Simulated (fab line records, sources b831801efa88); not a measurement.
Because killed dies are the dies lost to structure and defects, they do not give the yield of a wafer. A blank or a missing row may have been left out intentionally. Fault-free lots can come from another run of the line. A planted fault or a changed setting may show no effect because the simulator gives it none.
fab line records ; flow sky130
record lots=4; wafers=12; last-day=49
route steps=708 shown LDD_LDN@292 SPACER@304 POLY_CUT@307 SD_P@320 RES_XHIGH@332 SALICIDE@361 PAD_OPEN@708
lots that met no fault: taken from a fault-free run of the same line
start-h: start of the lot's first displayed wafer, in hours after the record's first day ; wait-h: hours from the lot's prior step to this one ; " same as the row above ; L1.1+2: a row that stands for several wafers ; - no value present, or no start provided ; * or withheld: withheld ; < > ~ a bound
route shown NAME@n: NAME is a module with steps in the file, n the number in the route of the first one ; usual: mean/standard deviation taken from wafers without a fault ; same: alike in all rows ; chamber/n: place in a boat ; sites: the reading at each site ; _std_site: standard deviation across them ; _edge_site: inner sites' mean taken away from outer sites' mean ; radius-mm: for every site, how far away it sits from the centre of the wafer ; mask NAME#n: copy n ; behind: the tool/chamber that last shaped the wafer ; hold: why the lot was held/for how many hours/how that ended ; device: whichever transistor did not switch (one of n, p or np) ; end of line: the same wafers' tests at the end of the route ; a step with no rows: only its recipe ; killed: not the wafer's yield, but the dies lost to structure and defects at the first sort ; map: shows each die of a wafer: x if killed, . if not, _ if none is there
set.NAME: the setting as run; set.NAME@STEP: as run at that earlier step ; model.NAME: the simulator's own value behind a step, which no gauge read
certain route steps with their lots: each step a table, each wafer a row
services: when a tool's chamber went out of use (start-h, in hours from the record's first day, below 0 if earlier), for how many hours, and the reason
## steps
# step SKY_LDD_LDN_SOFTBAKE_03
# recipe temp-c=90; time-s=60; resist=NOVOLAK
# step SKY_LDD_LDN_EXPOSE_04
# recipe mask-id=LDNTM; na=0.6; source-shape=conventional; sigma-outer=0.6; polarization=unpolarized; target-cd-nm=700; dose-mj=140
# step SKY_LDD_LDN_PEB_05
# recipe temp-c=withheld; time-s=*; resist=NOVOLAK
# step SKY_LDD_LDN_DEVELOP_06
# recipe resist=NOVOLAK; developer=TMAH; develop-time-s=60; dev-temp-c=23
# step SKY_LDD_LDN_IMPLANT_08
# recipe species=As; energy-kev=15; dose-cm2=1.25e+13; tilt-deg=withheld; rotation-deg=23
# step SKY_LDD_LDN_IMPLANT_09
# recipe species=As; energy-kev=15; dose-cm2=1.25e+13; tilt-deg=withheld; rotation-deg=113
# step SKY_LDD_LDN_IMPLANT_10
# recipe species=As; energy-kev=15; dose-cm2=1.25e+13; tilt-deg=withheld; rotation-deg=203
# step SKY_LDD_LDN_IMPLANT_11
# recipe species=As; energy-kev=15; dose-cm2=1.25e+13; tilt-deg=withheld; rotation-deg=293
# step SKY_LDD_LDN_STRIP_12
# recipe chemistry=O2/N2; power-w=1400; pressure-mtorr=1500; platen-temp-c=withheld; o2-flow-sccm=3000; n2-flow-sccm=300; overash-fraction=0.5
# step SKY_LDD_LDN_CLEAN_14
# recipe chemistry=SC1/SC2; mix=1:4:20; temp-c=70; time-s=150; dry=n2-spin
# step SKY_SPACER_CVD_00
# recipe material=Si3N4; precursor=DCS/NH3; target-thk-nm=43.1; temp-c=770; time-s=740; pressure-mtorr=250
# usual spike-tc-centre-C=770.7/1.4; zone-power-bottom-pct=20.7/0.97; zone-power-lower-pct=13.9/1
lot.wafer;tool;chamber;start-h;wait-h;spike-tc-centre-C;zone-power-bottom-pct;zone-power-lower-pct;model.Si3N4_of_SPACER_CVD_00.thk-nm
L949.1;lpcvd-02;1;540.36;2.1;768.3;19.9;14.7;43.75
L949.5;lpcvd-02;1;540.36;2.1;768.7;20.0;14.8;43.32
L949.6;lpcvd-02;1;540.36;2.1;769.8;19.6;15.0;43.68
L950.2;lpcvd-02;0;542.16;0.2;771.7;22.0;12.6;43.64
L950.4;lpcvd-02;0;542.16;0.2;771.0;22.2;12.8;43.45
L950.5;lpcvd-02;0;542.16;0.2;771.5;21.8;12.5;43.36
L961.1;lpcvd-02;1;658.21;0.0;770.0;19.9;14.8;39.95
L961.3;lpcvd-02;1;658.21;0.0;768.5;20.0;14.8;39.63
L961.5;lpcvd-02;1;658.21;0.0;768.9;20.0;14.9;39.72
L962.1;lpcvd-02;1;664.36;0.0;769.9;20.0;14.7;39.66
L962.3;lpcvd-02;1;664.36;0.0;770.8;20.0;14.8;39.74
L962.4;lpcvd-02;1;664.36;0.0;770.0;19.8;14.8;39.87
# step SKY_SPACER_THK_MEAS_01
# recipe reads=Si3N4_of_SPACER_CVD_00
# usual SPACER_CVD_00_THK=43.2/0.37
lot.wafer;tool;chamber;start-h;wait-h;SPACER_CVD_00_THK[nm]
L949.1;film-metro-03;-;542.16;0.0;43.8
L949.5;film-metro-03;-;542.16;0.0;43.3
L949.6;film-metro-03;-;542.16;0.0;43.7
L950.2;film-metro-02;-;543.38;0.0;43.6
L950.4;film-metro-02;-;543.38;0.0;43.5
L950.5;film-metro-02;-;543.38;0.0;43.3
L961.1;film-metro-02;-;659.41;0.0;40.0
L961.3;film-metro-02;-;659.41;0.0;39.6
L961.5;film-metro-02;-;659.41;0.0;39.7
L962.1;film-metro-04;-;665.56;0.0;39.7
L962.3;film-metro-04;-;665.56;0.0;39.8
L962.4;film-metro-04;-;665.56;0.0;39.8
# step SKY_SPACER_ETCHBACK_02
# recipe chemistry=CH3F/O2; target=Si3N4; stop-on=SiO2; source-w=400; bias-w=80; pressure-mtorr=25; ch3f-flow-sccm=40; O2_flow_sccm=30; time-s=46.7; target-depth-a=450
# usual ch3f-flow-sccm=40.01/0.1; drypump-motor-current-A=5.8/0.33; oes-product-au=0.855/0.0058; throttle-valve-pct=10.562/0.0088
lot.wafer;tool;chamber;start-h;wait-h;ch3f-flow-sccm;drypump-motor-current-A;oes-product-au;rf-hours-counter-h;throttle-valve-pct;model.etch.depth-nm
L949.1;rie-diel-03;1;542.22;0.1;39.84;6.0;0.868;6;10.570;43.75
L949.5;rie-diel-03;1;542.22;0.1;39.94;6.0;0.858;-;10.558;43.32
L949.6;rie-diel-03;2;542.22;0.1;39.95;5.9;0.864;-;10.573;43.68
L950.2;rie-diel-01;1;543.43;0.0;39.81;6.0;0.858;38;10.568;43.64
L950.4;rie-diel-01;2;543.43;0.0;40.24;6.0;0.865;6;10.567;43.45
L950.5;rie-diel-01;3;543.43;0.0;39.84;6.3;0.854;-;10.557;43.36
L961.1;rie-diel-01;1;659.47;0.1;40.30;6.0;0.824;40;10.546;39.95
L961.3;rie-diel-01;0;659.47;0.1;39.87;5.6;0.812;7;10.557;39.63
L961.5;rie-diel-01;0;659.47;0.1;40.05;5.6;0.805;-;10.558;39.72
L962.1;rie-diel-02;3;665.62;0.1;40.12;5.0;0.813;42;10.540;39.66
L962.3;rie-diel-02;0;665.62;0.1;40.09;5.7;0.822;5;10.550;39.74
L962.4;rie-diel-02;2;665.62;0.1;39.88;5.8;0.822;2;10.563;39.87
# step SKY_POLY_CUT_DEHYDRATE_00
# recipe temp-c=200; time-s=60
# step SKY_POLY_CUT_HMDS_01
# recipe prime-time-s=60; prime-temp-c=120
# step SKY_POLY_CUT_COAT_02
# recipe resist=BARC; temp-c=withheld; time-s=withheld; spin-rpm=3000; resist-thk-nm=60
# step SKY_POLY_CUT_COAT_03
# recipe resist=KrF-thick; spin-rpm=3000; resist-thk-nm=450
# step SKY_POLY_CUT_SOFTBAKE_04
# recipe temp-c=100; time-s=90; resist=KrF-thick
# step SKY_POLY_CUT_EXPOSE_05
# recipe mask-id=NPCM; na=0.8; source-shape=annular; sigma-inner=0.55; sigma-outer=0.85; target-cd-nm=270; dose-mj=32
# step SKY_POLY_CUT_PEB_06
# recipe peb-temp-c=withheld; peb-time-s=withheld; resist=KrF-thick
# step SKY_POLY_CUT_DEVELOP_07
# recipe develop-time-s=60; resist=KrF-thick; dev-temp-c=21
# step SKY_POLY_CUT_ETCH_10
# recipe chemistry=N2/H2; target=BARC; ion-energy-ev=200; source-w=500; bias-w=100; pressure-mtorr=30; n2-flow-sccm=100; h2-flow-sccm=200; stop-on=SiO2; time-s=45.9; target-depth-a=600
# step SKY_POLY_CUT_ETCH_11
# recipe target=Si3N4; chemistry=CF4/CH2F2/Ar; stop-on=poly-Si; source-w=600; bias-w=150; pressure-mtorr=40; cf4-flow-sccm=40; ch2f2-flow-sccm=20; Ar_flow_sccm=150; time-s=42.5; target-depth-a=600
# step SKY_POLY_CUT_STRIP_12
# recipe chemistry=O2/N2; power-w=1400; pressure-mtorr=1500; platen-temp-c=withheld; o2-flow-sccm=3000; n2-flow-sccm=300; overash-fraction=0.5
# step SKY_SD_P_DEHYDRATE_00
# recipe temp-c=200; time-s=60
# step SKY_SD_P_HMDS_01
# recipe prime-time-s=60; prime-temp-c=120
# step SKY_SD_P_COAT_02
# recipe resist=NOVOLAK; spin-rpm=2964; resist-thk-nm=1140
# step SKY_SD_P_SOFTBAKE_03
# recipe temp-c=90; time-s=60; resist=NOVOLAK
# step SKY_SD_P_EXPOSE_04
# recipe mask-id=PSDM; na=0.6; source-shape=conventional; sigma-outer=0.6; polarization=unpolarized; target-cd-nm=380; dose-mj=138
# step SKY_SD_P_PEB_05
# recipe temp-c=withheld; time-s=*; resist=NOVOLAK
# step SKY_SD_P_DEVELOP_06
# recipe resist=NOVOLAK; developer=TMAH; develop-time-s=60; dev-temp-c=23
# step SKY_SD_P_IMPLANT_09
# recipe species=BF2; energy-kev=20; dose-cm2=3e+15; tilt-deg=0
# step SKY_SD_P_STRIP_10
# recipe chemistry=O2/N2; power-w=1400; pressure-mtorr=1500; platen-temp-c=withheld; o2-flow-sccm=3000; n2-flow-sccm=300; overash-fraction=0.5
# step SKY_RES_XHIGH_DEHYDRATE_00
# recipe temp-c=200; time-s=60
# step SKY_RES_XHIGH_HMDS_01
# recipe prime-time-s=60; prime-temp-c=120
# step SKY_SALICIDE_CLEAN_00
# recipe chemistry=HF-last; time-s=30; dilution=100:1; dry=ipa-marangoni
lot.wafer;tool;chamber;start-h;wait-h;model.Si3N4_of_SPACER_CVD_00.thk-nm
L949.1;wet-bench-03;2;659.22;0.1;42.77
L949.5;wet-bench-03;2;659.22;0.1;42.34
L949.6;wet-bench-03;2;659.22;0.1;42.69
L950.2;wet-bench-04;3;662.42;0.1;42.66
L950.4;wet-bench-04;3;662.42;0.1;42.48
L950.5;wet-bench-04;3;662.42;0.1;42.39
L961.1;wet-bench-04;0;769.81;0.1;38.96
L961.3;wet-bench-04;0;769.81;0.1;38.63
L961.5;wet-bench-04;0;769.81;0.1;38.71
L962.1;wet-bench-01;0;776.62;0.1;38.69
L962.3;wet-bench-01;0;776.62;0.1;38.77
L962.4;wet-bench-01;0;776.62;0.1;38.89
# step SKY_PAD_OPEN_PROBE_99
# usual killed_at_M0_to_M3=44/7.3; killed_at_M4_up=3.1/1.9; killed-at-contacts=24/5.3; killed-at-front-end=15/4; killed-at-other=0.4/0.6; killed-dies=86/9.2; killed-open=47/6.9; killed-short=39/6.9
# same gross-dies=492; killed-at-back-side=0
lot.wafer;tool;chamber;start-h;wait-h;killed_at_M0_to_M3;killed_at_M4_up;killed-at-contacts;killed-at-front-end;killed-at-other;killed-dies;killed-open;killed-short;model.etest.pfet_01v8.r-on-ohm-um;model.etest.sonos-uncharged.r-on-ohm-um;model.etest.pfet_01v8.drive-ua-um;model.etest.sram-pfet-latch.drive-ua-um;model.etest.pfet_01v8_hvt.drive-ua-um;model.etest.pfet_01v8_hvt.off-log10-a-um;model.etest.pfet_01v8.vt-sat-v
L949.1;prober-02;-;1082.29;0.1;35;1;22;16;1;75;42;33;2911;823;192.8;135.7;142.6;-13.16;-0.5691
L949.5;prober-02;-;1082.49;0.2;42;1;26;18;0;87;46;41;2866;811.6;196.8;144.2;145.7;-12.99;-0.5473
L949.6;prober-02;-;1082.54;0.2;44;3;18;12;0;77;39;38;2844;827.3;195;142.2;146.8;-13.03;-0.5628
L950.2;prober-01;-;1085.83;0.1;30;5;26;9;2;72;43;27;3032;790.3;183.7;136.2;134.8;-13.28;-0.6056
L950.4;prober-01;-;1085.93;0.2;34;3;24;15;3;79;46;32;3042;827.1;180.1;131.9;133;-13.28;-0.6223
L950.5;prober-01;-;1085.98;0.2;45;7;20;15;0;87;46;41;3045;801.6;179.5;135.1;133.6;-13.33;-0.6072
L961.1;prober-02;-;1160.99;0.1;39;5;22;22;0;88;56;31;2790;786;197.2;147.6;148.2;-12.85;-0.5373
L961.3;prober-02;-;1161.09;0.2;46;1;25;11;0;83;48;34;2775;799.1;201.6;147.5;150.1;-12.66;-0.5253
L961.5;prober-02;-;1161.19;0.2;42;2;29;12;1;86;45;41;2767;781.2;200.6;150.2;151;-12.67;-0.5226
L962.1;prober-01;-;1170.40;0.1;36;4;25;16;0;81;39;42;2761;791.1;204.4;153.4;152;-12.77;-0.5324
L962.3;prober-01;-;1170.50;0.2;38;0;23;15;0;76;45;31;2741;775.6;204.1;149.8;154.1;-12.8;-0.5246
L962.4;prober-01;-;1170.55;0.2;37;2;20;21;1;81;47;33;2797;802.6;199.8;146.8;147.6;-12.97;-0.5531
# killed by level:class
L949.1 VIA1:geometric-particle:open=9 CONTACT:geometric-particle:open=8 LI_CONTACT:geometric-particle:open=7 FIELD_ISO:geometric-particle:short=6 VIA3:geometric-particle:open=5 FIELD_ISO:geometric-particle:open=4 VIA1:geometric-particle:short=4 METAL2:geometric-particle:short=4
L949.5 VIA3:geometric-particle:open=9 CONTACT:geometric-particle:short=8 VIA2:geometric-particle:open=8 METAL2:geometric-particle:short=6 LOCAL_INTERCONNECT:geometric-particle:short=6 CONTACT:geometric-particle:open=6 POLY_GATE:geometric-particle:open=5 VIA1:geometric-particle:open=5
L949.6 VIA1:geometric-particle:open=14 LI_CONTACT:geometric-particle:open=6 METAL2:geometric-particle:short=6 VIA3:geometric-particle:short=5 CONTACT:geometric-particle:short=5 VIA2:geometric-particle:open=5 CONTACT:geometric-particle:open=4 METAL1:geometric-particle:short=4
L950.2 CONTACT:geometric-particle:open=11 LI_CONTACT:geometric-particle:open=6 VIA1:geometric-particle:open=6 VIA3:geometric-particle:open=6 LOCAL_INTERCONNECT:geometric-particle:short=4 FIELD_ISO:geometric-particle:open=3 POLY_GATE:geometric-particle:open=3 METAL1:geometric-particle:short=3
L950.4 LI_CONTACT:geometric-particle:open=10 VIA1:geometric-particle:open=9 CONTACT:geometric-particle:open=6 VIA3:geometric-particle:open=6 METAL2:geometric-particle:short=5 FIELD_ISO:geometric-particle:short=4 FIELD_ISO:geometric-particle:open=4 CONTACT:geometric-particle:short=4
L950.5 VIA2:geometric-particle:open=12 VIA1:geometric-particle:open=12 CONTACT:geometric-particle:open=9 FIELD_ISO:geometric-particle:short=6 METAL3:geometric-particle:short=6 METAL4:geometric-particle:short=6 LI_CONTACT:geometric-particle:open=5 METAL1:geometric-particle:short=5
L961.1 CONTACT:geometric-particle:open=14 VIA1:geometric-particle:open=9 POLY_GATE:geometric-particle:open=8 VIA2:geometric-particle:open=7 METAL2:geometric-particle:short=7 FIELD_ISO:geometric-particle:open=6 VIA3:geometric-particle:open=5 METAL4:geometric-particle:short=5
L961.3 VIA1:geometric-particle:open=14 CONTACT:geometric-particle:open=10 METAL1:geometric-particle:short=8 VIA2:geometric-particle:open=7 FIELD_ISO:geometric-particle:open=6 LI_CONTACT:geometric-particle:open=6 CONTACT:geometric-particle:short=5 FIELD_ISO:geometric-particle:short=4
L961.5 CONTACT:geometric-particle:open=10 VIA1:geometric-particle:open=9 VIA3:geometric-particle:open=8 LOCAL_INTERCONNECT:geometric-particle:short=6 FIELD_ISO:geometric-particle:open=5 VIA1:geometric-particle:short=5 CONTACT:geometric-particle:short=5 METAL1:geometric-particle:short=5
L962.1 LI_CONTACT:geometric-particle:open=8 VIA1:geometric-particle:open=8 CONTACT:geometric-particle:short=7 POLY_GATE:geometric-particle:open=6 METAL2:geometric-particle:short=6 CONTACT:geometric-particle:open=5 METAL1:geometric-particle:short=5 VIA1:geometric-particle:short=4
L962.3 VIA1:geometric-particle:open=12 CONTACT:geometric-particle:open=8 LI_CONTACT:geometric-particle:open=5 LI_CONTACT:geometric-particle:short=5 VIA2:geometric-particle:open=5 VIA1:geometric-particle:short=4 METAL2:geometric-particle:short=4 VIA2:geometric-particle:short=4
L962.4 VIA1:geometric-particle:open=10 METAL1:geometric-particle:short=9 FIELD_ISO:geometric-particle:open=8 CONTACT:geometric-particle:open=8 LI_CONTACT:geometric-particle:open=7 VIA3:geometric-particle:open=5 FIELD_ISO:geometric-particle:short=4 VIA2:geometric-particle:open=4
## services
tool;chamber;start-h;hours;kind
rie-diel-02;0;531.18;7.0;repair
rie-diel-02;1;542.41;3.3;repair
rie-diel-02;3;554.44;8.7;repair
rie-diel-02;2;563.15;-;clean
rie-diel-02;2;563.15;15.5;scheduled-down
rie-diel-02;2;563.15;15.5;vent-cycle
rie-diel-02;3;582.88;3.7;repair
rie-diel-01;0;637.50;14.2;repair
rie-diel-03;3;669.68;14.2;repair
rie-diel-02;0;675.93;15.2;repair
rie-diel-03;1;714.84;3.3;repair
rie-diel-03;-;735.44;2.8;pm
rie-diel-02;0;745.58;2.7;repair
rie-diel-02;-;745.63;2.8;pm
rie-diel-01;1;750.80;-;clean
rie-diel-01;1;750.80;21.7;scheduled-down
rie-diel-01;1;750.80;21.7;vent-cycle
rie-diel-01;2;754.75;9.1;repair
rie-diel-02;3;769.44;-;clean
rie-diel-02;3;769.44;30.4;scheduled-down
rie-diel-02;3;769.44;30.4;vent-cycle
## key
first-sign step=SKY_SPACER_THK_MEAS_01; reading=SPACER_CVD_00_THK; direction=down; sigmas=9.1; usual=43.2; struck=39.8
effect step=SKY_SPACER_ETCHBACK_02; reading=oes-product-au; direction=down; sigmas=6.8; usual=0.855; struck=0.816
model-effect step=SKY_SPACER_CVD_00; value=Si3N4_of_SPACER_CVD_00.thk-nm; without=43.45; struck=39.76
model-effect step=SKY_SPACER_ETCHBACK_02; value=etch.depth-nm; without=43.45; struck=39.76
model-effect step=SKY_SALICIDE_CLEAN_00; value=Si3N4_of_SPACER_CVD_00.thk-nm; without=42.47; struck=38.78
model-effect step=SKY_PAD_OPEN_PROBE_99; value=etest.pfet_01v8.r-on-ohm-um; without=2885; struck=2772
met-at SKY_SPACER_CVD_00
struck-wafers L961.1,L961.3,L961.5,L962.1,L962.3,L962.4
tester-left-out L961,L962
onset-between 542.16 658.21
also-fits time
fault kind=process-parameter-drift; tool=lpcvd-02; chamber=-; onset-h=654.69; steps=SKY_SPACER_CVD_00; channel=target-thk-nm; offset=-3.6899; shape=step; end-h=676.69; acts-in=these-recipes-only; stated=43.1
# tester-left-out: of these lots the tester's yield and bins aren't shown, on N5 and GAA mostly nor the transistor test; their killed dies are dies lost to structure and defects alone, not to doping, threshold or leakage, so they don't give the yield
